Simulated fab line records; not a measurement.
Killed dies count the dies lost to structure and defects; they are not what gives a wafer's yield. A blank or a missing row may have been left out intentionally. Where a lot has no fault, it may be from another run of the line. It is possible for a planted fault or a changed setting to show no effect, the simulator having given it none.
fab line records + flow sky130
[record]
- lots = 7
- wafers = 21
- last-day = 50
route steps=708 shown VIA3@586 METAL4@598 PAD_OPEN@708
lots that met no fault: from a run of the same line without faults
start-h: hours from the record's opening day to when the first of the lot's shown wafers began + wait-h: hours from the lot's prior step to this one + " unchanged from the row above + L1.1+2: several wafers, shown together as one row + - no value, or no start was given + * or withheld: withheld + < > ~ a bound
route shown NAME@n: NAME is a module with steps in the file, n the number in the route of the first one + usual: mean/standard deviation taken from wafers without a fault + same: alike in all rows + chamber/n: place in a boat + sites: readings site by site + _std_site: how widely they spread, as a standard deviation + _edge_site: the outer-site mean with the inner-site mean subtracted + radius-mm: for every site, how far away it sits from the centre of the wafer + mask NAME#n: copy n + behind: the last tool/chamber to shape the wafer + hold: the reason the lot was held/the length of the hold in hours/how it ended + device: whichever transistor did not switch (one of n, p or np) + end of line: the route-end tests of the same wafers + a step given without rows: its recipe and nothing more + killed: not the wafer's yield, but the dies lost to structure and defects at the first sort + map: dies across one wafer; x = killed, . = not, _ = none there
set.NAME: the setting as run; set.NAME@STEP: as run at that earlier step + model.NAME: the simulator's own value behind a step, which no gauge read
lots at selected steps of the route; one table per step, one row per wafer
services: a tool's chamber out of use, with start hour (start-h, from the record's first day; less than 0 if before it), hours out, and reason
[[steps]]
[step SKY_VIA3_OVL_MEAS_13]
[usual]
- VIA3_OVL = -4/5.2
| lot.wafer | tool       | chamber | start-h | wait-h | VIA3_OVL[nm] |
|-----------|------------|---------|---------|--------|--------------|
| L843.1    | overlay-01 | -       | 974.04  | 0.1    | -7           |
| L843.5    | "          | -       | "       | "      | -7           |
| L843.6    | "          | -       | "       | "      | -10          |
| L847.1    | overlay-01 | -       | 1002.74 | 0.1    | -5           |
| L847.2    | "          | -       | "       | "      | -9           |
| L847.3    | "          | -       | "       | "      | -4           |
| L852.3    | overlay-02 | -       | 1034.37 | 0.1    | -8           |
| L852.5    | "          | -       | "       | "      | -6           |
| L852.6    | "          | -       | "       | "      | -9           |
| L854.1    | overlay-01 | -       | 1040.41 | 0.1    | -5           |
| L854.3    | "          | -       | "       | "      | -7           |
| L854.5    | "          | -       | "       | "      | -7           |
| L855.3    | overlay-01 | -       | 1044.57 | 0.1    | -7           |
| L855.4    | "          | -       | "       | "      | -5           |
| L855.6    | "          | -       | "       | "      | -9           |
| L859.1    | overlay-02 | -       | 1067.71 | 0.1    | -2           |
| L859.2    | "          | -       | "       | "      | 1            |
| L859.3    | "          | -       | "       | "      | -8           |
| L862.2    | overlay-02 | -       | 1087.16 | 0.1    | -11          |
| L862.3    | "          | -       | "       | "      | -10          |
| L862.6    | "          | -       | "       | "      | -7           |
[step SKY_VIA3_ETCH_14]
[recipe]
- chemistry = N2/H2
- target = BARC
- ion-energy-ev = 200
- source-w = 500
- bias-w = 100
- pressure-mtorr = 30
- n2-flow-sccm = 100
- h2-flow-sccm = 200
- stop-on = SiO2
- time-s = 45.9
- target-depth-a = 600
[usual]
- drypump-motor-current-A = 5.8/0.61
- oes-product-au = 0.855/0.005
- throttle-valve-pct = 13.225/0.0087
| lot.wafer | tool        | chamber | start-h | wait-h | drypump-motor-current-A | oes-product-au | rf-hours-counter-h | throttle-valve-pct |
|-----------|-------------|---------|---------|--------|-------------------------|----------------|--------------------|--------------------|
| L843.1    | rie-diel-02 | 2       | 974.07  | 0.0    | 5.0                     | 0.840          | 25                 | 13.231             |
| L843.5    | "           | 0       | "       | "      | 6.6                     | 0.850          | -                  | 13.233             |
| L843.6    | "           | 3       | "       | "      | 5.8                     | 0.847          | -                  | 13.216             |
| L847.1    | rie-diel-01 | 1       | 1002.77 | 0.0    | 4.8                     | 0.853          | 10                 | 13.217             |
| L847.2    | "           | 2       | "       | "      | 6.7                     | 0.861          | 15                 | 13.233             |
| L847.3    | "           | 0       | "       | "      | 5.6                     | 0.856          | 13                 | 13.219             |
| L852.3    | rie-diel-02 | 2       | 1034.39 | 0.0    | 5.0                     | 0.861          | 0                  | 13.244             |
| L852.5    | "           | 3       | "       | "      | 5.7                     | 0.867          | -                  | 13.240             |
| L852.6    | "           | 2       | "       | "      | 5.0                     | 0.858          | -                  | 13.224             |
| L854.1    | rie-diel-01 | 3       | 1040.44 | 0.0    | 5.2                     | 0.855          | 11                 | 13.213             |
| L854.3    | "           | 1       | "       | "      | 4.8                     | 0.856          | 11                 | 13.227             |
| L854.5    | "           | 3       | "       | "      | 5.3                     | 0.855          | -                  | 13.207             |
| L855.3    | rie-diel-03 | 1       | 1044.59 | 0.0    | 5.8                     | 0.851          | 8                  | 13.219             |
| L855.4    | "           | 1       | "       | "      | 5.8                     | 0.848          | -                  | 13.229             |
| L855.6    | "           | 0       | "       | "      | 6.8                     | 0.856          | -                  | 13.231             |
| L859.1    | rie-diel-02 | 2       | 1067.74 | 0.0    | 5.0                     | 0.860          | 1                  | 13.228             |
| L859.2    | "           | 3       | "       | "      | 5.8                     | 0.856          | 9                  | 13.239             |
| L859.3    | "           | 0       | "       | "      | 6.5                     | 0.861          | 17                 | 13.242             |
| L862.2    | rie-diel-02 | 3       | 1087.19 | 0.0    | 5.7                     | 0.859          | 10                 | 13.221             |
| L862.3    | "           | 1       | "       | "      | 5.9                     | 0.855          | 17                 | 13.218             |
| L862.6    | "           | 1       | "       | "      | 5.9                     | 0.860          | -                  | 13.222             |
[step SKY_VIA3_ETCH_15]
[recipe]
- target = SiO2
- chemistry = C4F8/O2/Ar
- target-depth-nm = 507
- stop-on = TiN
- mask-material = KrF-thick
- source-w = 1500
- bias-w = 1200
- pressure-mtorr = 40
- c4f8-flow-sccm = withheld
- O2_flow_sccm = 6
- Ar_flow_sccm = 300
- time-s = 78
[step SKY_VIA3_STRIP_16]
[recipe]
- chemistry = O2/N2
- power-w = 1400
- pressure-mtorr = 1500
- platen-temp-c = withheld
- o2-flow-sccm = 3000
- n2-flow-sccm = 300
- overash-fraction = 0.5
[usual]
- drypump-motor-current-A = 5.44/0.18
- o2-flow-sccm = 3000/9
- oes-product-au = 0.403/0.0047
- strip-time-to-endpoint-s = 4.140/0.023
[same]
- overash-fraction = 0.5
| lot.wafer | tool            | chamber | start-h | wait-h | drypump-motor-current-A | o2-flow-sccm | oes-product-au | rf-hours-counter-h | strip-time-to-endpoint-s |
|-----------|-----------------|---------|---------|--------|-------------------------|--------------|----------------|--------------------|--------------------------|
| L843.1    | plasma-asher-01 | 0       | 974.17  | 0.0    | 5.36                    | 3007         | 0.400          | 87                 | 4.114                    |
| L843.5    | "               | 0       | "       | "      | 5.35                    | 3013         | 0.408          | -                  | 4.126                    |
| L843.6    | "               | 1       | "       | "      | 5.31                    | 2998         | 0.401          | -                  | 4.169                    |
| L847.1    | plasma-asher-04 | 0       | 1002.87 | 0.0    | 5.43                    | 2989         | 0.403          | 115                | 4.190                    |
| L847.2    | "               | 1       | "       | "      | 5.81                    | 2992         | 0.399          | 115                | 4.142                    |
| L847.3    | "               | 1       | "       | "      | 5.80                    | 2996         | 0.398          | -                  | 4.122                    |
| L852.3    | plasma-asher-03 | 1       | 1034.53 | 0.1    | 5.40                    | 3021         | 0.405          | -                  | 4.165                    |
| L852.5    | "               | 0       | "       | "      | 5.29                    | 2996         | 0.404          | -                  | 4.125                    |
| L852.6    | "               | 1       | "       | "      | 5.38                    | 3021         | 0.399          | -                  | 4.164                    |
| L854.1    | plasma-asher-03 | 0       | 1040.54 | 0.0    | 5.26                    | 2989         | 0.404          | 59                 | 4.140                    |
| L854.3    | "               | 1       | "       | "      | 5.37                    | 2999         | 0.402          | -                  | 4.118                    |
| L854.5    | "               | 1       | "       | "      | 5.37                    | 2987         | 0.401          | -                  | 4.131                    |
| L855.3    | plasma-asher-04 | 1       | 1044.73 | 0.1    | 5.81                    | 2986         | 0.401          | -                  | 4.116                    |
| L855.4    | "               | 0       | "       | "      | 5.39                    | 3000         | 0.401          | -                  | 4.094                    |
| L855.6    | "               | 1       | "       | "      | 5.81                    | 2986         | 0.399          | -                  | 4.094                    |
| L859.1    | plasma-asher-01 | 0       | 1067.84 | 0.0    | 5.36                    | 2985         | 0.403          | 97                 | 4.153                    |
| L859.2    | "               | 1       | "       | "      | 5.34                    | 3008         | 0.407          | 97                 | 4.156                    |
| L859.3    | "               | 1       | "       | "      | 5.33                    | 3004         | 0.397          | -                  | 4.171                    |
| L862.2    | plasma-asher-04 | 1       | 1087.29 | 0.0    | 5.79                    | 3008         | 0.404          | 2                  | 4.184                    |
| L862.3    | "               | 1       | "       | "      | 5.79                    | 3015         | 0.401          | -                  | 4.158                    |
| L862.6    | "               | 1       | "       | "      | 5.80                    | 2992         | 0.398          | -                  | 4.148                    |
[step SKY_VIA3_STRIP_17]
[recipe]
- chemistry = post-etch-residue-remover
- time-s = 1200
- temp-c = 72.5
[step SKY_VIA3_CLEAN_18]
[recipe]
- chemistry = IPA
- time-s = 180
- temp-c = 25
[step SKY_VIA3_CLEAN_19]
[recipe]
- chemistry = O3/DIW
- dry = n2-spin
[step SKY_VIA3_SPUTTER_20]
[recipe]
- material = TiN
- target-thk-nm = 20
- chamber-pressure-pa = 5
- power-w = 4000
- time-s = 80
[usual]
- throttle-valve-pct = 30.4/0.83
| lot.wafer | tool           | chamber | start-h | wait-h | throttle-valve-pct |
|-----------|----------------|---------|---------|--------|--------------------|
| L843.1    | pvd-sputter-03 | -       | 974.77  | 0.0    | 30.6               |
| L843.5    | "              | -       | "       | "      | 30.6               |
| L843.6    | "              | -       | "       | "      | 31.9               |
| L847.1    | pvd-sputter-02 | -       | 1003.51 | 0.0    | 29.5               |
| L847.2    | "              | -       | "       | "      | 29.8               |
| L847.3    | "              | -       | "       | "      | 30.7               |
| L852.3    | pvd-sputter-03 | -       | 1035.22 | 0.0    | 30.6               |
| L852.5    | "              | -       | "       | "      | 30.7               |
| L852.6    | "              | -       | "       | "      | 29.7               |
| L854.1    | pvd-sputter-02 | -       | 1041.14 | 0.0    | 29.8               |
| L854.3    | "              | -       | "       | "      | 29.2               |
| L854.5    | "              | -       | "       | "      | 30.6               |
| L855.3    | pvd-sputter-01 | -       | 1045.29 | 0.0    | 30.4               |
| L855.4    | "              | -       | "       | "      | 31.0               |
| L855.6    | "              | -       | "       | "      | 29.5               |
| L859.1    | pvd-sputter-03 | -       | 1068.44 | 0.0    | 29.9               |
| L859.2    | "              | -       | "       | "      | 30.2               |
| L859.3    | "              | -       | "       | "      | 31.9               |
| L862.2    | pvd-sputter-03 | -       | 1087.89 | 0.0    | 30.4               |
| L862.3    | "              | -       | "       | "      | 31.8               |
| L862.6    | "              | -       | "       | "      | 30.7               |
[step SKY_VIA3_CVD_21]
[recipe]
- material = W
- target-thk-nm = 390
- time-s = 117.31
- temp-c = 400
- pressure-torr = 40
[step SKY_VIA3_RS_MEAS_22]
[recipe]
- thk-meas-gauge = four-point-probe
- reads = W_of_VIA3_CVD_21+TiN_of_VIA3_SPUTTER_20
[usual]
- VIA3_W_RS = 0.294/0.0044
| lot.wafer | tool          | chamber | start-h | wait-h | VIA3_W_RS[ohm/sq] |
|-----------|---------------|---------|---------|--------|-------------------|
| L843.1    | film-metro-04 | -       | 974.95  | 0.1    | 0.296             |
| L843.5    | "             | -       | "       | "      | 0.289             |
| L843.6    | "             | -       | "       | "      | 0.299             |
| L847.1    | film-metro-01 | -       | 1003.69 | 0.1    | 0.294             |
| L847.2    | "             | -       | "       | "      | 0.295             |
| L847.3    | "             | -       | "       | "      | 0.294             |
| L852.3    | film-metro-02 | -       | 1035.51 | 0.1    | 0.292             |
| L852.5    | "             | -       | "       | "      | 0.297             |
| L852.6    | "             | -       | "       | "      | 0.289             |
| L854.1    | film-metro-02 | -       | 1041.32 | 0.1    | 0.295             |
| L854.3    | "             | -       | "       | "      | 0.284             |
| L854.5    | "             | -       | "       | "      | 0.288             |
| L855.3    | film-metro-02 | -       | 1045.51 | 0.1    | 0.296             |
| L855.4    | "             | -       | "       | "      | 0.286             |
| L855.6    | "             | -       | "       | "      | 0.287             |
| L859.1    | film-metro-04 | -       | 1068.62 | 0.1    | 0.298             |
| L859.2    | "             | -       | "       | "      | 0.299             |
| L859.3    | "             | -       | "       | "      | 0.297             |
| L862.2    | film-metro-01 | -       | 1088.09 | 0.1    | 0.299             |
| L862.3    | "             | -       | "       | "      | 0.297             |
| L862.6    | "             | -       | "       | "      | 0.298             |
[step SKY_VIA3_THK_MEAS_23]
[recipe]
- thk-meas-gauge = xrf
- reads = W_of_VIA3_CVD_21
[usual]
- VIA3_W_THK = 396/7.9
| lot.wafer | tool          | chamber | start-h | wait-h | VIA3_W_THK[nm] |
|-----------|---------------|---------|---------|--------|----------------|
| L843.1    | film-metro-04 | -       | 975.07  | 0.1    | 394            |
| L843.5    | "             | -       | "       | "      | 405            |
| L843.6    | "             | -       | "       | "      | 394            |
| L847.1    | film-metro-01 | -       | 1003.81 | 0.1    | 402            |
| L847.2    | "             | -       | "       | "      | 397            |
| L847.3    | "             | -       | "       | "      | 401            |
| L852.3    | film-metro-02 | -       | 1035.61 | 0.1    | 392            |
| L852.5    | "             | -       | "       | "      | 387            |
| L852.6    | "             | -       | "       | "      | 396            |
| L854.1    | film-metro-02 | -       | 1041.44 | 0.1    | 390            |
| L854.3    | "             | -       | "       | "      | 404            |
| L854.5    | "             | -       | "       | "      | 402            |
| L855.3    | film-metro-02 | -       | 1045.61 | 0.1    | 385            |
| L855.4    | "             | -       | "       | "      | 399            |
| L855.6    | "             | -       | "       | "      | 398            |
| L859.1    | film-metro-04 | -       | 1068.74 | 0.1    | 393            |
| L859.2    | "             | -       | "       | "      | 387            |
| L859.3    | "             | -       | "       | "      | 392            |
| L862.2    | film-metro-01 | -       | 1088.20 | 0.1    | 388            |
| L862.3    | "             | -       | "       | "      | 397            |
| L862.6    | "             | -       | "       | "      | 392            |
[step SKY_VIA3_CMP_24]
[recipe]
- stop-on = SiO2
- t-overpolish-s = 20
- down-force-psi = 3.5
- platen-rpm = 60
- target-thk-nm = 0
- pad-velocity-m-s = 0.94248
[usual]
- motor-current-A = 11.0/1.1
- overpolish-run-s = 20.000/0.0097
- retaining-ring-pressure-frac = 0.999/0.0049
- slurry-flow-ml-min = 149.9/0.46
- time-to-endpoint-s = 93/3.1
| lot.wafer | tool   | chamber | start-h | wait-h | motor-current-A | overpolish-run-s | retaining-ring-pressure-frac | slurry-flow-ml-min | time-to-endpoint-s |
|-----------|--------|---------|---------|--------|-----------------|------------------|------------------------------|--------------------|--------------------|
| L843.1    | cmp-01 | 3       | 975.18  | 0.1    | 10.9            | 20.002           | 0.995                        | 150.6              | 93                 |
| L843.6    | "      | 3       | "       | "      | 11.1            | 20.001           | 0.998                        | 150.1              | 93                 |
| L843.5    | "      | 0       | "       | "      | 11.5            | 20.007           | 1.004                        | 150.1              | 94                 |
| L847.2    | cmp-01 | 1       | 1003.92 | 0.1    | 11.7            | 19.992           | 0.999                        | 149.1              | 96                 |
| L847.3    | "      | 2       | "       | "      | 7.9             | 19.997           | 0.998                        | 149.7              | 96                 |
| L847.1    | "      | 3       | "       | "      | 10.8            | 20.016           | 0.997                        | 149.7              | 97                 |
| L852.3    | cmp-01 | 3       | 1035.98 | 0.4    | 11.4            | 20.016           | 1.001                        | 149.7              | 98                 |
| L852.5    | "      | 0       | "       | "      | 11.6            | 20.006           | 1.003                        | 150.7              | 95                 |
| L852.6    | "      | 1       | "       | "      | 12.7            | 20.006           | 1.005                        | 149.8              | 92                 |
| L854.1    | cmp-02 | 3       | 1041.55 | 0.1    | 10.5            | 19.991           | 0.993                        | 149.9              | 91                 |
| L854.3    | "      | 0       | "       | "      | 11.9            | 20.004           | 1.002                        | 150.1              | 96                 |
| L854.5    | "      | 3       | "       | "      | 9.9             | 20.009           | 0.998                        | 150.5              | 93                 |
| L855.3    | cmp-01 | 3       | 1045.85 | 0.2    | 10.8            | 20.007           | 1.003                        | 149.4              | 92                 |
| L855.4    | "      | 1       | "       | "      | 11.6            | 19.986           | 1.000                        | 150.0              | 92                 |
| L855.6    | "      | 0       | "       | "      | 12.0            | 20.002           | 1.008                        | 150.1              | 93                 |
| L859.1    | cmp-02 | 0       | 1068.80 | 0.1    | 11.5            | 20.007           | 1.001                        | 150.2              | 93                 |
| L859.3    | "      | 1       | "       | "      | 11.3            | 19.999           | 1.007                        | 150.0              | 90                 |
| L859.2    | "      | 3       | "       | "      | 10.8            | 19.992           | 0.991                        | 150.2              | 90                 |
| L862.2    | cmp-02 | 2       | 1088.35 | 0.1    | 11.0            | 20.005           | 0.996                        | 150.6              | 91                 |
| L862.3    | "      | 3       | "       | "      | 10.2            | 19.986           | 1.004                        | 150.0              | 93                 |
| L862.6    | "      | 1       | "       | "      | 10.9            | 20.007           | 0.990                        | 149.7              | 93                 |
[step SKY_METAL4_SPUTTER_00]
[recipe]
- material = Ti
- target-thk-nm = 15
- power-w = 3000
- time-s = 10
- chamber-pressure-pa = 0.4
[usual]
- throttle-valve-pct = 30.0/0.89
| lot.wafer | tool           | chamber | start-h | wait-h | throttle-valve-pct | model.Ti_of_METAL4_SPUTTER_00.thk-nm |
|-----------|----------------|---------|---------|--------|--------------------|--------------------------------------|
| L843.1    | pvd-sputter-03 | -       | 975.50  | 0.3    | 31.6               | 14.61                                |
| L843.5    | "              | -       | "       | "      | 30.5               | 14.73                                |
| L843.6    | "              | -       | "       | "      | 29.6               | 14.84                                |
| L847.1    | pvd-sputter-04 | -       | 1004.17 | 0.1    | 28.5               | 15.24                                |
| L847.2    | "              | -       | "       | "      | 29.7               | 15.25                                |
| L847.3    | "              | -       | "       | "      | 29.7               | 15.35                                |
| L852.3    | pvd-sputter-03 | -       | 1036.13 | 0.1    | 30.6               | 13.59                                |
| L852.5    | "              | -       | "       | "      | 30.8               | 13.48                                |
| L852.6    | "              | -       | "       | "      | 29.7               | 15.12                                |
| L854.1    | pvd-sputter-03 | -       | 1041.80 | 0.2    | 31.9               | 14.89                                |
| L854.3    | "              | -       | "       | "      | 30.7               | 13.56                                |
| L854.5    | "              | -       | "       | "      | 32.1               | 13.44                                |
| L855.3    | pvd-sputter-03 | -       | 1046.15 | 0.2    | 31.6               | 13.56                                |
| L855.4    | "              | -       | "       | "      | 32.0               | 15.02                                |
| L855.6    | "              | -       | "       | "      | 29.7               | 15.01                                |
| L859.1    | pvd-sputter-04 | -       | 1069.10 | 0.2    | 30.5               | 14.92                                |
| L859.2    | "              | -       | "       | "      | 29.6               | 15.04                                |
| L859.3    | "              | -       | "       | "      | 28.3               | 15.09                                |
| L862.2    | pvd-sputter-04 | -       | 1088.55 | 0.1    | 29.8               | 15.19                                |
| L862.3    | "              | -       | "       | "      | 28.3               | 15.12                                |
| L862.6    | "              | -       | "       | "      | 30.3               | 15.12                                |
[step SKY_METAL4_SPUTTER_01]
[recipe]
- material = TiN
- target-thk-nm = 20
- power-w = 6500
- time-s = 16.7
- chamber-pressure-pa = 0.4
[usual]
- throttle-valve-pct = 30.1/0.86
| lot.wafer | tool           | chamber | start-h | wait-h | throttle-valve-pct |
|-----------|----------------|---------|---------|--------|--------------------|
| L843.1    | pvd-sputter-03 | -       | 975.52  | 0.0    | 31.9               |
| L843.5    | "              | -       | "       | "      | 30.6               |
| L843.6    | "              | -       | "       | "      | 29.5               |
| L847.1    | pvd-sputter-04 | -       | 1004.20 | 0.0    | 28.3               |
| L847.2    | "              | -       | "       | "      | 29.7               |
| L847.3    | "              | -       | "       | "      | 30.0               |
| L852.3    | pvd-sputter-03 | -       | 1036.15 | 0.0    | 30.4               |
| L852.5    | "              | -       | "       | "      | 30.8               |
| L852.6    | "              | -       | "       | "      | 29.7               |
| L854.1    | pvd-sputter-03 | -       | 1041.83 | 0.0    | 31.9               |
| L854.3    | "              | -       | "       | "      | 30.7               |
| L854.5    | "              | -       | "       | "      | 31.8               |
| L855.3    | pvd-sputter-03 | -       | 1046.18 | 0.0    | 31.8               |
| L855.4    | "              | -       | "       | "      | 31.8               |
| L855.6    | "              | -       | "       | "      | 29.8               |
| L859.1    | pvd-sputter-04 | -       | 1069.12 | 0.0    | 30.5               |
| L859.2    | "              | -       | "       | "      | 29.8               |
| L859.3    | "              | -       | "       | "      | 28.7               |
| L862.2    | pvd-sputter-04 | -       | 1088.57 | 0.0    | 29.9               |
| L862.3    | "              | -       | "       | "      | 28.5               |
| L862.6    | "              | -       | "       | "      | 30.3               |
[step SKY_PAD_OPEN_PROBE_99]
[usual]
- defect-limited-yield = 82.3/1.9
- killed_at_M0_to_M3 = 43/7.4
- killed_at_M4_up = 3.3/2
- killed-at-contacts = 24/5.4
- killed-at-front-end = 16/4.2
- killed-at-other = 0.3/0.61
- killed-dies = 87/9.4
- killed-open = 47/7.3
- killed-short = 40/6.7
- sort_bin_3_pad_short = 0.9/0.43
- sort_bin_5_function = 10.4/1.4
- sort_bin_6_memory = 6.4/1.2
- sort-n-pass = 405/9.4
- sort-yield-pct = 82.3/1.9
[same]
- gross-dies = 492
- killed-at-back-side = 0
- sort_bin_4_leakage[%] = 0
- sort_bin_8_speed[%] = 0
| lot.wafer | tool      | chamber | start-h | wait-h | defect-limited-yield[%] | killed_at_M0_to_M3 | killed_at_M4_up | killed-at-contacts | killed-at-front-end | killed-at-other | killed-dies | killed-open | killed-short | sort_bin_3_pad_short[%] | sort_bin_5_function[%] | sort_bin_6_memory[%] | sort-n-pass | sort-yield-pct[%] |
|-----------|-----------|---------|---------|--------|-------------------------|--------------------|-----------------|--------------------|---------------------|-----------------|-------------|-------------|--------------|-------------------------|------------------------|----------------------|-------------|-------------------|
| L843.1    | prober-02 | -       | 1113.83 | 0.1    | 83.7                    | 33                 | 4               | 27                 | 16                  | 0               | 80          | 35          | 44           | 0.8                     | 9.1                    | 6.3                  | 412         | 83.7              |
| L843.5    | prober-02 | -       | 1114.03 | 0.2    | 80.9                    | 46                 | 2               | 33                 | 13                  | 0               | 94          | 55          | 39           | 0.6                     | 10.4                   | 8.1                  | 398         | 80.9              |
| L843.6    | prober-02 | -       | 1114.08 | 0.2    | 82.9                    | 32                 | 5               | 24                 | 23                  | 0               | 84          | 44          | 40           | 0.6                     | 9.3                    | 7.1                  | 408         | 82.9              |
| L852.3    | prober-02 | -       | 1165.88 | 0.2    | 85.4                    | 32                 | 0               | 25                 | 15                  | 0               | 72          | 44          | 28           | 0.2                     | 10.4                   | 4.1                  | 420         | 85.4              |
| L852.5    | prober-02 | -       | 1165.98 | 0.2    | 80.5                    | 49                 | 4               | 27                 | 16                  | 0               | 96          | 55          | 41           | 0.6                     | 10.8                   | 8.1                  | 396         | 80.5              |
| L852.6    | prober-02 | -       | 1166.03 | 0.2    | 80.9                    | 51                 | 4               | 28                 | 11                  | 0               | 94          | 37          | 57           | 2.0                     | 10.2                   | 6.9                  | 398         | 80.9              |
// killed by level:class
L843.1 VIA1:geometric-particle:open=9 METAL2:geometric-particle:short=9 LI_CONTACT:geometric-particle:open=6 CONTACT:geometric-particle:open=6 LI_CONTACT:geometric-particle:short=5 CONTACT:geometric-particle:short=5 METAL3:geometric-particle:short=5 FIELD_ISO:geometric-particle:open=4
L843.5 LI_CONTACT:geometric-particle:open=13 CONTACT:geometric-particle:open=12 VIA3:geometric-particle:open=8 VIA1:geometric-particle:open=8 VIA2:geometric-particle:open=8 METAL1:geometric-particle:short=6 VIA1:geometric-particle:short=6 METAL2:geometric-particle:short=5
L843.6 VIA1:geometric-particle:open=6 CONTACT:geometric-particle:open=6 FIELD_ISO:geometric-particle:open=5 POLY_GATE:geometric-particle:open=5 LI_CONTACT:geometric-particle:open=5 CONTACT:geometric-particle:short=5 METAL1:geometric-particle:short=5 VIA1:geometric-particle:short=5
L852.3 CONTACT:geometric-particle:open=12 VIA1:geometric-particle:open=9 LI_CONTACT:geometric-particle:open=7 VIA2:geometric-particle:open=5 FIELD_ISO:geometric-particle:short=4 CONTACT:geometric-particle:short=4 METAL1:geometric-particle:short=4 VIA3:geometric-particle:open=4
L852.5 VIA2:geometric-particle:open=14 CONTACT:geometric-particle:open=11 CONTACT:geometric-particle:short=9 VIA1:geometric-particle:open=8 LI_CONTACT:geometric-particle:open=5 VIA1:geometric-particle:short=5 METAL2:geometric-particle:short=5 VIA3:geometric-particle:open=5
L852.6 VIA1:geometric-particle:short=9 CONTACT:geometric-particle:open=9 LOCAL_INTERCONNECT:geometric-particle:short=8 METAL1:geometric-particle:short=6 METAL2:geometric-particle:short=6 VIA2:geometric-particle:short=6 VIA2:geometric-particle:open=6 LI_CONTACT:geometric-particle:open=4
[[services]]
| tool            | chamber | start-h | hours | kind                   |
|-----------------|---------|---------|-------|------------------------|
| plasma-asher-03 | -       | 950.80  | 14.6  | pm                     |
| pvd-sputter-03  | 2       | 952.56  | -     | consumable-replace:kit |
| cmp-02          | -       | 953.87  | 1.1   | repair                 |
| rie-diel-02     | 0       | 977.53  | 2.9   | repair                 |
| cmp-02          | -       | 980.36  | 0.3   | repair                 |
| cmp-02          | -       | 994.34  | 8.3   | repair                 |
| pvd-sputter-01  | -       | 996.10  | 4.9   | repair                 |
| pvd-sputter-04  | -       | 1020.52 | 7.2   | repair                 |
| rie-diel-02     | 1       | 1023.04 | 21.3  | repair                 |
| cmp-01          | -       | 1028.42 | 2.2   | repair                 |
| cmp-01          | -       | 1031.06 | 1.0   | repair                 |
| cmp-02          | -       | 1034.54 | 1.0   | repair                 |
| rie-diel-01     | 0       | 1038.02 | 4.0   | repair                 |
| pvd-sputter-04  | -       | 1043.05 | 3.0   | repair                 |
| rie-diel-03     | 2       | 1043.98 | 2.8   | repair                 |
| plasma-asher-04 | -       | 1055.25 | 9.0   | pm                     |
| rie-diel-02     | 3       | 1058.18 | 2.2   | repair                 |
| pvd-sputter-01  | -       | 1058.27 | 3.3   | repair                 |
| cmp-02          | -       | 1062.84 | 3.5   | repair                 |
| rie-diel-02     | 2       | 1071.29 | 8.0   | repair                 |
| rie-diel-02     | -       | 1072.31 | 5.8   | repair                 |
| rie-diel-02     | 0       | 1081.04 | 14.2  | repair                 |
| plasma-asher-04 | -       | 1083.20 | 3.8   | repair                 |
| plasma-asher-04 | -       | 1085.09 | 2.1   | repair                 |
[[key]]
first-sign none at tools or gauges
[model-effect]
- step = SKY_METAL4_SPUTTER_00
- value = Ti_of_METAL4_SPUTTER_00.thk-nm
- without = 15.09
- struck = 13.53
met-at SKY_METAL4_SPUTTER_00
struck-wafers L852.3,L852.5,L854.3,L854.5,L855.3
onset-between 975.50 1036.13
[fault]
- kind = process-parameter-drift
- tool = pvd-sputter-03
- chamber = -
- onset-h = 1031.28
- steps = SKY_METAL4_SPUTTER_00
- channel = time-s
- offset = *
- shape = step
- end-h = 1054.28
- scope = struck-wafers-only
- acts-in = *
- stated = *
